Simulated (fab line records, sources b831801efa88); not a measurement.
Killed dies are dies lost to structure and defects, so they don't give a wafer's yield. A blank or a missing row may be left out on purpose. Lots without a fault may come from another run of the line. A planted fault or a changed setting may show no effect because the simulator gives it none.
fab line records | flow sky130
record lots=12 wafers=36 last_day=51
route steps=708 shown POLY_CUT@315 SD_P@331 SD_N@353 LI_CONTACT@376 PAD_OPEN@708
lots that met no fault: from a run of the same line without faults
start_h: hours from the record's first day to the start of the lot's first wafer shown | wait_h: hours since the lot's step before | " the same as in the row above | L1.1+2: a row that stands for several wafers | - no value, or no start given | * or withheld: withheld | < > ~ a bound
route shown NAME@n: a module of which the file shows steps, and the number in the route of the first | usual: mean/standard deviation of fault-free wafers | same: alike in all rows | chamber/n: place in a boat | sites: the reading at each site | _std_site: their standard deviation | _edge_site: outer sites' mean less inner sites' | radius_mm: how far each site lies from the wafer's centre | mask NAME#n: copy n | behind: the tool/chamber that last shaped the wafer | hold: why the lot was held/for how many hours/how that ended | device: the transistor (n, p or np) that didn't switch | end of line: the same wafers' tests at the end of the route | a step without rows: its recipe alone | killed: dies lost to structure and defects at the first sort, not the wafer's yield | map: a wafer's dies, x killed, . not, _ none there
set.NAME: the setting as run; set.NAME@STEP: as run at that earlier step | model.NAME: the simulator's own value behind a step, which no gauge read
steps of the route over a sample of lots; a table a step, a row a wafer
services: from which hour (start_h, from the record's first day; less than 0 if before it) a tool's chamber was out of use, for how many hours, and why
## steps
# step SKY_POLY_CUT_CD_MEAS_08
# recipe target_cd_nm=270
# usual cd_nm=269.8/1.7
# columns lot.wafer tool chamber start_h wait_h cd_nm
L563.3 cd_sem-01 - 561.28 - 273.1
L563.4 " - " " 272.3
L563.5 " - " " 272.4
L565.2 cd_sem-01 - 589.96 - 266.7
L565.3 " - " " 266.0
L565.5 " - " " 266.0
L564.2 cd_sem-02 - 591.61 - 268.0
L564.3 " - " " 266.9
L564.5 " - " " 268.2
L566.2 cd_sem-02 - 598.01 - 268.2
L566.5 " - " " 269.7
L566.6 " - " " 270.0
L572.2 cd_sem-01 - 638.46 - 269.1
L572.5 " - " " 267.4
L572.6 " - " " 268.3
L576.3 cd_sem-02 - 673.05 - 266.7
L576.4 " - " " 267.2
L576.6 " - " " 266.3
L579.3 cd_sem-01 - 702.48 - 270.5
L579.4 " - " " 269.5
L579.6 " - " " 270.3
L580.3 cd_sem-01 - 704.17 - 269.5
L580.4 " - " " 268.9
L580.5 " - " " 269.1
L583.3 cd_sem-01 - 725.02 - 270.1
L583.4 " - " " 269.0
L583.5 " - " " 269.1
L582.3 cd_sem-01 - 725.73 - 271.4
L582.5 " - " " 270.4
L582.6 " - " " 270.6
L585.1 cd_sem-01 - 774.73 - 271.3
L585.3 " - " " 271.4
L585.6 " - " " 271.5
L584.2 cd_sem-01 - 777.36 - 273.4
L584.3 " - " " 272.2
L584.4 " - " " 272.1
# step SKY_SD_P_TW_MEAS_11
# usual SD_P_TW=2815/38
# columns lot.wafer tool chamber start_h wait_h SD_P_TW
L563.3 film_metro-03 - 592.14 0.1 2768
L563.4 " - " " 2756
L563.5 " - " " 2751
L565.2 film_metro-02 - 619.75 0.1 2862
L565.3 " - " " 2857
L565.5 " - " " 2860
L564.2 film_metro-04 - 621.60 0.1 2805
L564.3 " - " " 2796
L564.5 " - " " 2799
L566.2 film_metro-02 - 628.33 0.1 2854
L566.5 " - " " 2852
L566.6 " - " " 2849
L572.2 film_metro-02 - 667.93 0.1 2856
L572.5 " - " " 2862
L572.6 " - " " 2862
L576.3 film_metro-03 - 700.74 0.1 2783
L576.4 " - " " 2791
L576.6 " - " " 2787
L579.3 film_metro-03 - 730.51 0.1 2796
L579.4 " - " " 2789
L579.6 " - " " 2798
L580.3 film_metro-04 - 732.46 0.1 2794
L580.4 " - " " 2779
L580.5 " - " " 2779
L583.3 film_metro-04 - 752.63 0.1 2768
L583.4 " - " " 2758
L583.5 " - " " 2766
L582.3 film_metro-02 - 753.84 0.1 2855
L582.5 " - " " 2848
L582.6 " - " " 2867
L585.1 film_metro-03 - 801.34 0.1 2780
L585.3 " - " " 2778
L585.6 " - " " 2778
L584.2 film_metro-04 - 804.45 0.1 2782
L584.3 " - " " 2775
L584.4 " - " " 2779
# step SKY_SD_N_STRIP_11
# recipe chemistry=O2/N2 power_w=1400 pressure_mtorr=1500 platen_temp_c=withheld o2_flow_sccm=3000 n2_flow_sccm=300 overash_fraction=0.5
# usual drypump_motor_current_A=6.03/0.25 n2_flow_sccm=299.9/0.82 oes_product_au=0.527/0.0045 strip_time_to_endpoint_s=22.53/0.042
# columns lot.wafer tool chamber start_h wait_h drypump_motor_current_A n2_flow_sccm oes_product_au rf_hours_counter_h strip_time_to_endpoint_s
L563.3 plasma_asher-04 0 650.31 0.1 6.34 300.3 0.526 - 22.59
L563.4 " 1 " " 5.80 299.5 0.529 - 22.55
L563.5 " 1 " " 5.78 299.8 0.535 - 22.54
L565.2 plasma_asher-02 1 677.97 0.1 5.81 301.1 0.533 56 22.54
L565.3 " 0 " " 6.31 300.6 0.532 - 22.58
L565.5 " 1 " " 5.81 299.9 0.522 - 22.58
L564.2 plasma_asher-04 0 678.27 0.1 6.34 299.2 0.530 86 22.60
L564.3 " 0 " " 6.36 298.6 0.527 - 22.58
L564.5 " 0 " " 6.39 299.1 0.527 - 22.57
L566.2 plasma_asher-04 0 686.02 0.1 6.38 299.9 0.531 86 22.59
L566.5 " 0 " " 6.36 300.1 0.530 - 22.55
L566.6 " 1 " " 5.77 300.1 0.525 - 22.61
L572.2 plasma_asher-02 0 724.42 0.1 6.28 298.7 0.474 61 -
L572.5 " 0 " " 6.29 299.0 0.476 - -
L572.6 " 1 " " 5.81 300.9 0.486 - -
L576.3 plasma_asher-04 1 755.73 0.1 5.76 300.8 0.525 - 22.58
L576.4 " 0 " " 6.37 299.5 0.527 - 22.55
L576.6 " 1 " " 5.79 298.7 0.527 - 22.57
L579.3 plasma_asher-01 0 783.72 0.1 5.81 299.6 0.526 - 22.59
L579.4 " 1 " " 5.98 300.8 0.518 - 22.55
L579.6 " 1 " " 5.96 300.1 0.522 - 22.55
L580.3 plasma_asher-02 1 785.82 0.1 5.81 300.5 0.525 - 22.51
L580.4 " 0 " " 6.31 300.4 0.532 - 22.49
L580.5 " 0 " " 6.32 299.8 0.524 - 22.47
L583.3 plasma_asher-04 0 806.36 0.1 6.39 298.5 0.528 - 22.50
L583.4 " 1 " " 5.79 299.3 0.529 - 22.48
L583.5 " 0 " " 6.40 298.6 0.523 - 22.47
L582.3 plasma_asher-01 0 807.38 0.1 5.82 300.5 0.528 - 22.54
L582.5 " 1 " " 6.00 299.7 0.532 - 22.52
L582.6 " 0 " " 5.80 299.2 0.518 - 22.54
L585.1 plasma_asher-01 1 853.27 0.1 5.98 300.5 0.531 39 22.47
L585.3 " 0 " " 5.81 301.8 0.522 - 22.42
L585.6 " 1 " " 6.02 300.7 0.524 - 22.47
L584.2 plasma_asher-02 0 856.79 0.1 6.29 299.3 0.520 75 22.52
L584.3 " 0 " " 6.30 299.4 0.531 - 22.47
L584.4 " 1 " " 5.79 298.7 0.521 - 22.48
# step SKY_LI_CONTACT_ETCH_14
# recipe chemistry=N2/H2 target=BARC ion_energy_ev=200 source_w=500 bias_w=100 pressure_mtorr=30 n2_flow_sccm=100 h2_flow_sccm=200 stop_on=SiO2 time_s=45.9 target_depth_a=600
# usual bias_w=100.02/0.27 drypump_motor_current_A=5.8/0.34 n2_flow_sccm=100.04/0.28 oes_product_au=0.854/0.0048 throttle_valve_pct=13.223/0.0086
# same time_s=45.9
# columns lot.wafer tool chamber start_h wait_h bias_w drypump_motor_current_A n2_flow_sccm oes_product_au rf_hours_counter_h throttle_valve_pct
L563.3 rie_diel-04 2 679.84 0.0 100.19 6.4 99.76 0.858 3 13.208
L563.4 " 1 " " 100.19 5.9 100.06 0.850 1 13.217
L563.5 " 0 " " 100.04 5.7 99.49 0.854 - 13.221
L565.2 rie_diel-04 0 707.84 0.0 100.34 5.7 99.90 0.852 12 13.208
L565.3 " 1 " " 99.83 5.9 99.55 0.853 2 13.238
L565.5 " 1 " " 100.02 5.9 99.63 0.864 - 13.208
L564.2 rie_diel-01 3 708.49 0.0 100.12 4.9 99.72 0.852 4 13.217
L564.3 " 2 " " 100.47 5.4 99.70 0.860 14 13.216
L564.5 " 2 " " 99.82 5.4 100.34 0.849 - 13.241
L566.2 rie_diel-02 3 715.34 0.0 100.15 5.4 100.58 0.856 16 13.242
L566.5 " 3 " " 100.15 5.5 100.37 0.853 - 13.225
L566.6 " 2 " " 100.15 5.8 99.92 0.851 - 13.234
L572.2 rie_diel-02 3 753.49 0.0 99.77 5.4 100.33 0.851 17 13.232
L572.5 " 1 " " 100.17 5.7 99.59 0.848 - 13.235
L572.6 " 2 " " 99.63 5.8 99.85 0.844 - 13.216
L576.3 rie_diel-02 3 783.94 0.0 100.10 5.4 99.81 0.855 18 13.224
L576.4 " 0 " " 99.79 5.9 100.36 0.849 30 13.230
L576.6 " 1 " " 99.79 5.7 99.92 0.863 - 13.222
L579.3 rie_diel-02 3 811.24 0.0 100.12 5.4 99.90 0.855 19 13.225
L579.4 " 2 " " 99.84 5.8 99.88 0.857 5 13.231
L579.6 " 1 " " 100.37 5.7 99.98 0.857 - 13.215
L580.3 rie_diel-04 0 813.49 0.0 99.53 5.7 99.95 0.849 15 13.231
L580.4 " 2 " " 99.58 6.4 99.92 0.863 7 13.228
L580.5 " 2 " " 99.99 6.4 99.30 0.855 - 13.235
L583.3 rie_diel-04 0 834.34 0.0 99.59 5.7 100.45 0.857 15 13.233
L583.4 " 2 " " 100.06 6.5 99.83 0.850 7 13.228
L583.5 " 0 " " 100.15 5.7 100.04 0.859 - 13.220
L582.3 rie_diel-01 1 834.54 0.0 99.32 6.2 100.10 0.852 12 13.218
L582.5 " 0 " " 100.13 5.8 100.13 0.858 - 13.233
L582.6 " 1 " " 99.70 6.1 100.16 0.855 - 13.225
L585.1 rie_diel-04 1 880.54 0.0 99.74 5.8 100.00 0.852 7 13.212
L585.3 " 2 " " 100.46 6.4 100.02 0.856 9 13.230
L585.6 " 2 " " 100.19 6.4 100.23 0.856 - 13.222
L584.2 rie_diel-02 0 884.49 0.0 100.28 6.0 99.97 0.852 1 13.242
L584.3 " 2 " " 100.29 5.8 99.98 0.857 7 13.217
L584.4 " 3 " " 99.95 5.5 99.68 0.850 - 13.236
# step SKY_PAD_OPEN_PROBE_99
# usual killed_at_M0_to_M3=43/6.8 killed_at_M4_up=3.1/1.8 killed_at_contacts=25/5.8 killed_at_front_end=15/4.2 killed_at_other=0.3/0.5 killed_dies=87/9.7 killed_on_rim=17/4.1 killed_open=47/7.3 killed_short=39/6.6
# same gross_dies=492 killed_at_back_side=0
# columns lot.wafer tool chamber start_h wait_h killed_at_M0_to_M3 killed_at_M4_up killed_at_contacts killed_at_front_end killed_at_other killed_dies killed_on_rim killed_open killed_short
L565.2 prober-01 - 1098.29 0.1 51 4 24 16 0 95 19 59 36
L565.3 prober-01 - 1098.34 0.2 50 5 24 26 0 105 16 56 49
L565.5 prober-01 - 1098.44 0.2 50 2 18 19 1 90 13 51 39
L566.2 prober-02 - 1106.54 0.1 32 4 23 14 0 73 12 32 41
L566.5 prober-02 - 1106.69 0.2 43 7 23 17 0 90 23 45 45
L566.6 prober-02 - 1106.74 0.2 45 2 22 18 0 87 15 36 51
L572.2 prober-02 - 1132.54 0.1 40 3 29 420 0 492 96 57 34
L572.5 prober-02 - 1132.69 0.2 57 6 20 409 0 492 96 59 42
L572.6 prober-02 - 1132.74 0.2 37 0 21 434 0 492 96 34 33
L576.3 prober-01 - 1155.78 0.2 35 2 15 13 1 66 9 38 28
L576.4 prober-01 - 1155.83 0.2 35 3 17 13 0 68 14 36 32
L576.6 prober-01 - 1155.93 0.2 49 4 19 15 1 88 16 50 38
L580.3 prober-01 - 1175.74 0.2 50 1 33 12 0 96 21 47 49
L580.4 prober-01 - 1175.79 0.2 39 6 25 16 0 86 16 50 36
L580.5 prober-01 - 1175.84 0.2 47 2 32 10 1 92 16 49 43
L583.3 prober-01 - 1188.14 0.2 40 2 24 24 0 90 15 53 37
L583.4 prober-01 - 1188.19 0.2 47 2 21 12 0 82 18 43 39
L583.5 prober-01 - 1188.24 0.2 41 4 23 22 0 90 18 52 38
L582.3 prober-02 - 1190.00 0.2 39 7 23 15 0 84 15 39 45
L582.5 prober-02 - 1190.10 0.2 41 4 13 13 0 71 11 38 33
L582.6 prober-02 - 1190.15 0.2 44 7 24 11 0 86 18 51 35
L585.1 prober-01 - 1214.49 0.1 51 4 18 12 0 85 16 40 45
L585.3 prober-01 - 1214.59 0.2 40 6 28 10 1 85 18 41 44
L585.6 prober-01 - 1214.74 0.2 51 2 19 13 0 85 19 47 38
L584.2 prober-02 - 1216.96 0.1 35 7 31 15 0 88 16 50 37
L584.3 prober-02 - 1217.01 0.2 56 3 30 9 0 98 24 53 45
L584.4 prober-02 - 1217.06 0.2 50 4 25 13 0 92 18 53 39
# killed by level:class
L565.2 VIA2:geometric_particle:open=15 CONTACT:geometric_particle:open=11 VIA1:geometric_particle:open=9 FIELD_ISO:geometric_particle:short=6 LI_CONTACT:geometric_particle:open=6 VIA1:geometric_particle:short=6 VIA3:geometric_particle:open=5 FIELD_ISO:geometric_particle:open=4
L565.3 VIA1:geometric_particle:open=11 FIELD_ISO:geometric_particle:open=10 CONTACT:geometric_particle:open=10 METAL2:geometric_particle:short=9 FIELD_ISO:geometric_particle:short=7 VIA1:geometric_particle:short=7 POLY_GATE:geometric_particle:short=6 VIA2:geometric_particle:open=5
L565.5 VIA1:geometric_particle:open=13 VIA1:geometric_particle:short=7 VIA3:geometric_particle:open=7 CONTACT:geometric_particle:open=6 FIELD_ISO:geometric_particle:open=5 POLY_GATE:geometric_particle:open=5 VIA2:geometric_particle:open=4 LI_CONTACT:geometric_particle:open=4
L566.2 LI_CONTACT:geometric_particle:open=10 FIELD_ISO:geometric_particle:short=7 METAL2:geometric_particle:short=6 CONTACT:geometric_particle:open=6 VIA1:geometric_particle:short=6 FIELD_ISO:geometric_particle:open=4 VIA3:geometric_particle:open=4 VIA3:geometric_particle:short=4
L566.5 LI_CONTACT:geometric_particle:open=11 VIA1:geometric_particle:open=8 METAL2:geometric_particle:short=7 LI_CONTACT:geometric_particle:short=6 METAL4:geometric_particle:short=6 FIELD_ISO:geometric_particle:open=5 VIA2:geometric_particle:short=5 VIA2:geometric_particle:open=5
L566.6 METAL1:geometric_particle:short=9 CONTACT:geometric_particle:open=7 VIA2:geometric_particle:open=7 VIA1:geometric_particle:short=6 POLY_GATE:geometric_particle:short=5 LI_CONTACT:geometric_particle:short=5 LOCAL_INTERCONNECT:geometric_particle:short=5 VIA1:geometric_particle:open=5
L572.2 SD_N:area_rta=401 VIA1:geometric_particle:open=14 LI_CONTACT:geometric_particle:open=10 CONTACT:geometric_particle:open=8 VIA2:geometric_particle:open=7 LOCAL_INTERCONNECT:geometric_particle:short=6 FIELD_ISO:geometric_particle:open=5 FIELD_ISO:geometric_particle:short=5
L572.5 SD_N:area_rta=391 VIA3:geometric_particle:open=16 VIA1:geometric_particle:open=11 METAL2:geometric_particle:short=8 CONTACT:geometric_particle:open=7 LI_CONTACT:geometric_particle:open=6 FIELD_ISO:geometric_particle:short=5 FIELD_ISO:geometric_particle:open=5
L572.6 SD_N:area_rta=425 VIA1:geometric_particle:open=12 LI_CONTACT:geometric_particle:open=8 VIA1:geometric_particle:short=8 CONTACT:geometric_particle:open=7 CONTACT:geometric_particle:short=4 METAL1:geometric_particle:short=4 FIELD_ISO:geometric_particle:short=3
L576.3 VIA3:geometric_particle:open=10 VIA1:geometric_particle:open=8 CONTACT:geometric_particle:short=6 FIELD_ISO:geometric_particle:open=4 CONTACT:geometric_particle:open=4 SPACER:geometric_particle:short=3 VIA2:geometric_particle:open=3 METAL1:geometric_particle:short=3
L576.4 VIA1:geometric_particle:open=9 FIELD_ISO:geometric_particle:short=7 CONTACT:geometric_particle:open=6 METAL1:geometric_particle:short=5 VIA3:geometric_particle:open=5 VIA2:geometric_particle:open=5 LI_CONTACT:geometric_particle:open=4 LOCAL_INTERCONNECT:geometric_particle:short=4
L576.6 VIA1:geometric_particle:open=10 VIA2:geometric_particle:open=9 FIELD_ISO:geometric_particle:open=7 CONTACT:geometric_particle:open=6 METAL1:geometric_particle:short=6 METAL2:geometric_particle:short=6 VIA3:geometric_particle:open=5 CONTACT:geometric_particle:short=5
L580.3 CONTACT:geometric_particle:open=11 VIA1:geometric_particle:open=10 CONTACT:geometric_particle:short=9 METAL2:geometric_particle:short=9 LI_CONTACT:geometric_particle:open=7 METAL1:geometric_particle:short=7 VIA2:geometric_particle:open=6 VIA3:geometric_particle:short=5
L580.4 VIA1:geometric_particle:open=11 METAL2:geometric_particle:short=9 LI_CONTACT:geometric_particle:open=7 CONTACT:geometric_particle:open=7 VIA3:geometric_particle:open=7 FIELD_ISO:geometric_particle:short=5 LOCAL_INTERCONNECT:geometric_particle:short=4 POLY_GATE:geometric_particle:open=4
L580.5 CONTACT:geometric_particle:open=15 VIA1:geometric_particle:open=12 VIA3:geometric_particle:open=9 VIA1:geometric_particle:short=7 CONTACT:geometric_particle:short=6 METAL1:geometric_particle:short=6 FIELD_ISO:geometric_particle:short=5 LI_CONTACT:geometric_particle:open=5
L583.3 CONTACT:geometric_particle:open=13 VIA1:geometric_particle:open=9 FIELD_ISO:geometric_particle:short=7 METAL2:geometric_particle:short=7 VIA2:geometric_particle:open=7 FIELD_ISO:geometric_particle:open=6 CONTACT:geometric_particle:short=6 VIA3:geometric_particle:open=6
L583.4 CONTACT:geometric_particle:open=12 VIA3:geometric_particle:open=8 VIA1:geometric_particle:open=7 VIA1:geometric_particle:short=7 VIA2:geometric_particle:open=7 METAL3:geometric_particle:short=6 POLY_GATE:geometric_particle:open=4 METAL1:geometric_particle:short=3
L583.5 VIA1:geometric_particle:open=9 LI_CONTACT:geometric_particle:open=7 CONTACT:geometric_particle:open=7 FIELD_ISO:geometric_particle:open=6 POLY_GATE:geometric_particle:open=6 CONTACT:geometric_particle:short=6 VIA2:geometric_particle:open=6 VIA3:geometric_particle:open=5
L582.3 CONTACT:geometric_particle:open=11 METAL1:geometric_particle:short=8 VIA1:geometric_particle:open=8 CONTACT:geometric_particle:short=7 METAL4:geometric_particle:short=7 POLY_GATE:geometric_particle:open=6 VIA2:geometric_particle:open=6 VIA2:geometric_particle:short=4
L582.5 METAL1:geometric_particle:short=6 VIA1:geometric_particle:open=6 VIA2:geometric_particle:open=6 VIA3:geometric_particle:open=6 METAL2:geometric_particle:short=5 POLY_GATE:geometric_particle:open=5 LOCAL_INTERCONNECT:geometric_particle:short=4 CONTACT:geometric_particle:open=4
L582.6 VIA1:geometric_particle:open=10 LI_CONTACT:geometric_particle:open=9 VIA3:geometric_particle:open=8 CONTACT:geometric_particle:open=7 CONTACT:geometric_particle:short=5 METAL2:geometric_particle:short=5 VIA2:geometric_particle:open=5 VIA2:geometric_particle:short=4
L585.1 VIA3:geometric_particle:open=8 VIA1:geometric_particle:short=8 VIA1:geometric_particle:open=8 METAL1:geometric_particle:short=7 LI_CONTACT:geometric_particle:open=6 CONTACT:geometric_particle:open=5 METAL2:geometric_particle:short=5 METAL3:geometric_particle:short=5
L585.3 CONTACT:geometric_particle:open=11 METAL1:geometric_particle:short=7 VIA2:geometric_particle:open=7 CONTACT:geometric_particle:short=5 VIA1:geometric_particle:open=5 LI_CONTACT:geometric_particle:open=4 LI_CONTACT:geometric_particle:short=4 LOCAL_INTERCONNECT:geometric_particle:short=4
L585.6 VIA1:geometric_particle:open=11 VIA2:geometric_particle:open=10 METAL1:geometric_particle:short=6 VIA3:geometric_particle:open=6 FIELD_ISO:geometric_particle:short=5 LI_CONTACT:geometric_particle:open=5 CONTACT:geometric_particle:open=5 VIA1:geometric_particle:short=5
L584.2 CONTACT:geometric_particle:open=10 LI_CONTACT:geometric_particle:open=9 VIA1:geometric_particle:open=9 VIA3:geometric_particle:open=6 CONTACT:geometric_particle:short=5 METAL4:geometric_particle:short=5 POLY_GATE:geometric_particle:short=4 VIA1:geometric_particle:short=4
L584.3 VIA1:geometric_particle:open=13 LI_CONTACT:geometric_particle:open=9 CONTACT:geometric_particle:short=8 VIA3:geometric_particle:open=8 CONTACT:geometric_particle:open=7 METAL1:geometric_particle:short=6 VIA2:geometric_particle:open=6 POLY_GATE:geometric_particle:short=5
L584.4 VIA1:geometric_particle:open=12 CONTACT:geometric_particle:open=9 VIA2:geometric_particle:open=7 LI_CONTACT:geometric_particle:open=6 VIA3:geometric_particle:open=6 METAL3:geometric_particle:short=5 FIELD_ISO:geometric_particle:open=4 CONTACT:geometric_particle:short=4
## services
# columns tool chamber start_h hours kind
rie_diel-02 2 628.37 - clean
rie_diel-02 1 629.49 3.1 repair
rie_diel-04 3 658.40 2.5 repair
rie_diel-01 1 676.35 7.5 repair
plasma_asher-02 - 688.67 2.8 pm
rie_diel-04 1 709.85 18.3 repair
rie_diel-02 3 710.44 3.2 repair
rie_diel-01 0 716.09 1.3 repair
plasma_asher-01 - 732.68 15.6 pm
rie_diel-01 0 756.11 9.3 repair
plasma_asher-01 - 756.93 2.8 pm
rie_diel-01 3 756.96 1.9 repair
rie_diel-04 0 765.69 6.6 repair
rie_diel-01 - 786.51 1.4 repair
plasma_asher-04 - 787.98 3.2 repair
rie_diel-02 3 790.15 6.4 repair
rie_diel-04 - 805.43 0.8 repair
rie_diel-01 3 814.84 3.9 repair
rie_diel-04 - 819.53 0.8 repair
plasma_asher-04 - 825.93 1.8 repair
rie_diel-01 3 834.20 5.4 repair
rie_diel-02 3 839.92 6.0 repair
rie_diel-02 - 840.00 0.2 repair
rie_diel-01 1 852.89 9.3 repair
## key
first_sign step=SKY_SD_N_STRIP_11 reading=oes_product_au direction=down sigmas=11 usual=0.527 struck=0.479
effect step=SKY_PAD_OPEN_PROBE_99 reading=killed_at_front_end direction=up sigmas=97 usual=15 struck=421
more_kills_born_at SKY_SD_N_RTA_14@rtp_anneal-01=1217
met_at SKY_SD_N_STRIP_11
struck_lots L572
tester_left_out L572
not_acting_at SKY_POLY_CUT_CD_MEAS_08,SKY_SD_P_TW_MEAS_11,SKY_LI_CONTACT_ETCH_14
onset_between 677.97 724.42
fault kind=strip_aborted tool=plasma_asher-02 chamber=- onset_h=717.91 steps=SKY_SD_N_STRIP_11 offset=0.59235 end_h=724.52
# tester_left_out: of these lots the tester's yield and bins aren't shown, on N5 and GAA mostly nor the transistor test; their killed dies are dies lost to structure and defects alone, not to doping, threshold or leakage, so they don't give the yield
